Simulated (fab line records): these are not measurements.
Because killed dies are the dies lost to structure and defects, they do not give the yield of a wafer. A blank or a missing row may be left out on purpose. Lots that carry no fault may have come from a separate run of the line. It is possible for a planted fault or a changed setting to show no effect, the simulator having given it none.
Which of the tools did it? | flow gf180mcu | 6 lots with 18 wafers sampled at 4 steps, on a route of 602 steps

## WHAT EACH GAUGE READ, for each wafer
GF_HV_LDD_RS_MEAS_53: uses a four-point probe to measure.
lot  | measured     | on           | HV_LDD_RS (ohm/sq)
L869 | day 13 12:51 | filmMetro-02 | 418.7 417.6 419.0
L875 | day 15 10:32 | filmMetro-02 | 410.9 411.1 411.5
L881 | day 17 04:32 | filmMetro-02 | 418.2 418.1 418.4
L884 | day 18 06:09 | filmMetro-02 | 416.9 417.2 417.2
L887 | day 19 10:16 | filmMetro-01 | 417.6 417.1 416.9
L889 | day 20 05:08 | filmMetro-04 | 418.5 419.1 418.3

## WHAT TOOL EACH LOT RAN ON (gives the tool, then ch and the chambers of the sampled wafers, and finally the start)
lot  | GF_HV_LDD_STRIP_22                  | GF_HV_LDD_IMPLANT_36            | GF_HV_LDD_STRIP_37
L869 | plasmaAsher-01 ch 0,1, day 11 19:44 | implanter-02 ch 0, day 12 16:01 | plasmaAsher-02 ch 0, day 12 16:10
L875 | plasmaAsher-02 ch 0,1, day 13 14:43 | implanter-02 ch 0, day 14 12:11 | plasmaAsher-01 ch 0,1, day 14 12:20
L881 | plasmaAsher-03 ch 0,1, day 15 08:25 | implanter-03 ch 0, day 16 06:01 | plasmaAsher-03 ch 0,1, day 16 06:09
L884 | plasmaAsher-03 ch 1, day 16 07:49   | implanter-02 ch 0, day 17 06:41 | plasmaAsher-01 ch 0,1, day 17 06:50
L887 | plasmaAsher-02 ch 0,1, day 17 09:14 | implanter-02 ch 0, day 18 09:29 | plasmaAsher-01 ch 0,1, day 18 09:37
L889 | plasmaAsher-03 ch 0,1, day 18 03:13 | implanter-03 ch 0, day 19 03:29 | plasmaAsher-02 ch 0,1, day 19 03:38
- GF_HV_LDD_STRIP_22: strips in O2/N2.
- GF_HV_LDD_IMPLANT_36
- GF_HV_LDD_STRIP_37: strips in O2/N2.

## THE ANSWER, worked out from the rows above alone
Rule: the lots themselves supply what counts as usual. The widest of any qualifying gaps counts: lots, ordered by their means at a reading, are off when they make up no more than a third of the lots, leave a main group of 4 or more, and stand apart from it by 3 or more times the standard deviation of that group's means. If all means in a main group match to the digits the tables above print for the reading, that group is not used. Also off: a lot with no number at a reading for which 4 or more lots have one. Where the step has rows for the other lots, those lots are counted as sound.
Off: L875, at GF_HV_LDD_RS_MEAS_53 (HV_LDD_RS). The main group: mean 417.9 ohm/sq, standard deviation 0.64.
A tool fits if, at a process step before that reading, it ran every lot that is off, and no sound lot after the first of them. Those tools and the gauges at GF_HV_LDD_RS_MEAS_53 are tried in the same way. None of those tried fits.

## WHAT THE SIMULATOR HAD INSERTED
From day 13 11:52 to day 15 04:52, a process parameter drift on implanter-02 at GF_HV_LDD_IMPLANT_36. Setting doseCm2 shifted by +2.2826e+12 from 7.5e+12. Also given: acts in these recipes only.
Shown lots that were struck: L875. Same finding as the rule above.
